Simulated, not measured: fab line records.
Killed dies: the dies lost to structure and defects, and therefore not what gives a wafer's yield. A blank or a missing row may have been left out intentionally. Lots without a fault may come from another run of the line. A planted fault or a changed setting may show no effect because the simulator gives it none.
Matching of chambers | flow gf180mcu | 4 sister chambers for GF_V1_CMP_26 on cmp-02
The step polishes, stops on SiO2, t overpolish 15 s, target thk 0 nm. 14 wafers are shown with their chamber, then 7 later ones without.

## WAFERS PAIRED WITH THEIR CHAMBERS
wafer  | chamber | motor-current-A (A) | time-to-endpoint-s (s) | slurry-flow-ml-min
L505.1 | 3       | 11.0                | 79                     | 150.0
L505.3 | 2       | 12.3                | 86                     | 149.9
L505.5 | 2       | 13.2                | 88                     | 149.9
L508.4 | 0       | 10.4                | 77                     | 150.1
L508.5 | 0       | 10.8                | 79                     | 149.7
L508.6 | 3       | 11.9                | 83                     | 150.4
L510.2 | 1       | 12.7                | 84                     | 149.7
L510.3 | 3       | 11.3                | 78                     | 149.7
L510.5 | 2       | 12.3                | 81                     | 150.2
L512.1 | 0       | 10.9                | 82                     | 150.3
L512.4 | 2       | 12.9                | 86                     | 150.4
L512.6 | 3       | 10.7                | 83                     | 149.9
L520.2 | 0       | 10.1                | 80                     | 149.7
L520.5 | 0       | 10.5                | 81                     | 150.1

SIGNATURES (means of the wafers above)
reading            | chamber 0 | chamber 1 | chamber 2 | chamber 3 | scatter within a chamber
motor-current-A    | 10.540    | 12.700    | 12.675    | 11.225    | 0.425
time-to-endpoint-s | 79.80     | 84.00     | 85.25     | 80.75     | 2.5
slurry-flow-ml-min | 149.980   | 149.700   | 150.100   | 150.000   | 0.27
Rule: a wafer's distance from a chamber is the root of the sum, over the readings, of the square of ((its reading less the chamber's mean) divided by the reading's scatter). The wafer belongs to the nearest chamber; if the next one is less than 2 further off, it can't be placed. The scatter: take each reading less its chamber's mean, square it, sum over the shown wafers, divide by the number of wafers less the number of chambers, and take the root.

## WAFERS WHOSE CHAMBER IS MISSING
wafer  | motor-current-A (A) | time-to-endpoint-s (s) | slurry-flow-ml-min
L520.6 | 12.3                | 88                     | 149.7
L521.1 | 10.8                | 80                     | 149.4
L521.3 | 10.8                | 82                     | 149.6
L521.5 | 11.0                | 83                     | 149.1
L522.1 | 10.5                | 81                     | 150.4
L522.2 | 12.4                | 87                     | 149.9
L522.5 | 10.9                | 81                     | 149.9

## THE CHAMBER EACH PASSED THROUGH
wafer  | from the rows above               | in truth
L520.6 | can't be placed: 1 or 2           | 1
L521.1 | can't be placed: 0 or 3           | 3
L521.3 | can't be placed: 0 or 3           | 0
L521.5 | can't be placed: 3 or 0 or 1 or 2 | 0
L522.1 | can't be placed: 0 or 3           | 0
L522.2 | can't be placed: 2 or 1           | 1
L522.5 | can't be placed: 3 or 0           | 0
Correctly placed: 0 of 7. Not placeable from these rows: 7 (in 7, the candidates include the true chamber). Placed wrongly: 0.
